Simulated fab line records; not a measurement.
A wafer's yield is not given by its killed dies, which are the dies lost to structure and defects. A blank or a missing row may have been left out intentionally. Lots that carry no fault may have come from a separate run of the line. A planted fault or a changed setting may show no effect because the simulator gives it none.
Struck lot and sound lot, side by side / flow sky130 / 14 steps out of a route of 708
Sound: wafers L177.2, L177.5, L177.6. Struck: wafer L175.5 (left out: L175.3, L175.4 of the same lot, which were not struck); the cause appears at the end.
For every step that has rows: the tool of each side, followed by ch and its chambers, followed by its first start. Under that, the readings that differ: sound wafers / struck wafers / difference of the means / sigmas: that difference in standard deviations of wafers without a fault.
alike: readings whose means differ by less than 2 such deviations, and words and numbers that are the same on both sides. not compared: withheld readings, readings that some wafer has no value for, bounds like >300 that may hide the same value, and numbers for which the record gives no deviation and whose values overlap.
A row with sigmas, a row that says differs or no value, or rows on one side alone: a step with any of these is where the two part. When numbers do not overlap yet have no deviation, they are printed without sigmas and do not part them. Lack of a reading on every wafer of one side parts them only where that side has two or more wafers.

SKY_VIA3_CMP_02: polishes SiO2.
  sound on cmp-02 ch 0,2,3, day 44 03:57; struck on cmp-01 ch 0, day 41 11:48
  alike: motorCurrentA
SKY_VIA3_BOW_MEAS_03:
  sound on filmMetro-03, day 44 04:10; struck on filmMetro-03, day 41 12:05
  alike: VIA3_BOW
then, 8 steps without rows for these wafers: SKY_VIA3_DEHYDRATE_04 (time 60 s); SKY_VIA3_HMDS_05 (prime time 60 s); SKY_VIA3_COAT_06 (resist thk 60 nm); SKY_VIA3_COAT_07 (resist thk 450 nm); SKY_VIA3_SOFTBAKE_08 (time 90 s); SKY_VIA3_EXPOSE_09 (exposes mask VIM3, target cd 200 nm); SKY_VIA3_PEB_10; SKY_VIA3_DEVELOP_11 (develop time 60 s).
SKY_VIA3_CD_MEAS_12 targets a cd of 200 nm.
  sound on cdSem-02, day 45 03:08; struck on cdSem-01, day 42 11:32
  alike: cdNm
SKY_VIA3_OVL_MEAS_13:
  sound on overlay-02, day 45 03:14; struck on overlay-02, day 42 11:38
  alike: VIA3_OVL
SKY_VIA3_ETCH_14: etches BARC in N2/H2, stops on SiO2, time 45.9 s, target depth 60 nm.
  sound on rieDiel-03 ch 1,2,3, day 45 03:16; struck on rieDiel-02 ch 3, day 42 11:39
reading=model.KrF-thick_of_VIA3_COAT_07.thkNm (nm); sound=393 392.8 392.2; struck=395.7; difference=+3.0; sigmas=
  alike: drypumpMotorCurrentA, oesProductAu, throttleValvePct
  not compared: rfHoursCounterH
SKY_VIA3_ETCH_15: etches SiO2 in C4F8/O2/Ar, stops on TiN, target depth 507 nm, time 78 s.
  sound on rieDiel-03 ch 1,2,3, day 45 03:19; struck on rieDiel-02 ch 3, day 42 11:41
  alike: oesProductAu

## WHERE THEY PART
Nowhere in this record.

WHY: the cause the simulator had injected
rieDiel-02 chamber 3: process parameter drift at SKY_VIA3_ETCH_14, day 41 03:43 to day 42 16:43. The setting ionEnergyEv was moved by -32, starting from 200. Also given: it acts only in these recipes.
